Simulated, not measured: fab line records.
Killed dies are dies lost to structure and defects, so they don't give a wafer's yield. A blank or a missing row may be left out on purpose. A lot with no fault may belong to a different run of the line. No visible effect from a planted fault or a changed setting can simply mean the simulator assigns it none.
Comparing a struck lot with a sound one	flow sfq_line	15 out of 325 route steps
Sound: the wafers L393.3, L393.5, L393.6. Struck: wafer L401.2. (L401.4, L401.5 of the same lot were not struck and are left out.) The cause comes at the end.
Per side, at each step with rows, come the tool, then ch with its chambers, and then its first start. Under that, the readings that differ: sound wafers	struck wafers	difference of the means	sigmas: that difference in standard deviations of wafers without a fault.
alike: words and numbers the same on both sides, and readings whose means are apart by under 2 such deviations; not compared: readings that were withheld, readings missing a value for some wafer, numbers with overlapping values and no deviation given by the record, and bounds like >300 which may hide the same value.
A row with sigmas, a row that says differs or no value, or rows on one side alone: a step with any of these is where the two part. When numbers do not overlap yet have no deviation, they are printed without sigmas and do not part them. A reading that every wafer of one side lacks parts them only if that side has two wafers or more.

first, 1 step without rows for these wafers: SFQ_TRILAYER_M4_STRIP_SOLV_CLEAN_098 (cleans in NMP, time 600 s).
SFQ_TRILAYER_I4_DEP_PECVD_099: deposits SiO2 from SiH4/N2O, time 111.11 s, target thk 500 nm.
  sound on pecvd-02 ch 0,2, day 38 11:33; struck on pecvd-02 ch 0, day 46 22:41
reading	sound	struck	difference	sigmas
susceptor_temp_C (C)	150.24 150.03 150.10	149.78	-0.34	-2
  alike: heater_power_outer_w, heater_power_w, throttle_valve_pct
SFQ_TRILAYER_I4_CMP_CMP_100: polishes SiO2.
  sound on cmp-02 ch 0,3, day 40 06:25; struck on cmp-01 ch 0, day 48 00:50
  alike: motor_current_A, slurry_filter_dp_kPa, time_to_endpoint_s
SFQ_I4_BOW_MEAS_927:
  sound on film_metro-02 at day 40 08:58; struck on film_metro-04 at day 48 03:51
  alike: I4_BOW
SFQ_TRILAYER_I4_METRO_MEASURE_101:
  sound on film_metro-02 at day 40 09:26; struck on film_metro-04 at day 48 04:09
  alike: thk_nm
then, 6 steps without rows for these wafers: SFQ_TRILAYER_I4_VIA_LITHO_COAT_108 (resist thk 62 nm); SFQ_TRILAYER_I4_VIA_LITHO_COAT_103 (resist thk 650 nm); SFQ_TRILAYER_I4_VIA_LITHO_SOFTBAKE_107; SFQ_TRILAYER_I4_VIA_LITHO_EXPOSE_104 (exposes mask I4, target cd 700 nm); SFQ_TRILAYER_I4_VIA_LITHO_PEB_106 (peb time 60 s); SFQ_TRILAYER_I4_VIA_LITHO_DEVELOP_105 (time 60 s).
-- the record jumps here: 5 days lie between the struck wafers' starts before and after --
SFQ_I4_OVL_MEAS_928:
  sound on overlay-01 at day 40 12:30; struck on overlay-02 at day 52 20:51
  alike: I4_OVL
SFQ_TRILAYER_I4_VIA_BARC_OPEN_VIA_ETCH_146: etches BARC in O2, target depth 125 nm, time 41.7 s.
  sound on rie_diel-02 ch 1,2,3, day 40 12:31; struck on rie_diel-03 ch 2, day 52 20:53
reading	sound	struck	difference	sigmas
oes_product_au (a.u.)	0.683 0.680 0.682	0.691	+0.009	+2
model.KrF_of_TRILAYER_I4_VIA_LITHO_COAT_103.thk_nm (nm)	571 572.9 572.5	577.7	+5.6	
  alike: drypump_motor_current_A
  not compared: rf_hours_counter_h
SFQ_TRILAYER_I4_VIA_ETCH_VIA_ETCH_106: etches SiO2 in CHF3, stops on Nb, target depth 260 nm.
  sound on rie_diel-02 ch 1,2,3, day 40 12:34; struck on rie_diel-03 ch 2, day 52 20:55
reading	sound	struck	difference	sigmas
model.KrF_of_TRILAYER_I4_VIA_LITHO_COAT_103.thk_nm (nm)	526.4 528.6 528.3	532.4	+4.6	
  alike: drypump_motor_current_A, oes_product_au
SFQ_TRILAYER_I4_VIA_STRIP_STRIP_107: strips in O2.
  sound on rie_metal-02 ch 0,1, day 40 12:53; struck on rie_metal-01 ch 0, day 52 21:14
reading	sound	struck	difference	sigmas
oes_product_au (a.u.)	1.008 0.997 1.024	0.987	-0.023	-2
  alike: drypump_motor_current_A, platen_temp_c
  not compared: rf_hours_counter_h

## WHERE THEY PART
At SFQ_TRILAYER_I4_DEP_PECVD_099 first; at SFQ_TRILAYER_I4_VIA_STRIP_STRIP_107 last (within this record only).

WHY: what the simulator had put in
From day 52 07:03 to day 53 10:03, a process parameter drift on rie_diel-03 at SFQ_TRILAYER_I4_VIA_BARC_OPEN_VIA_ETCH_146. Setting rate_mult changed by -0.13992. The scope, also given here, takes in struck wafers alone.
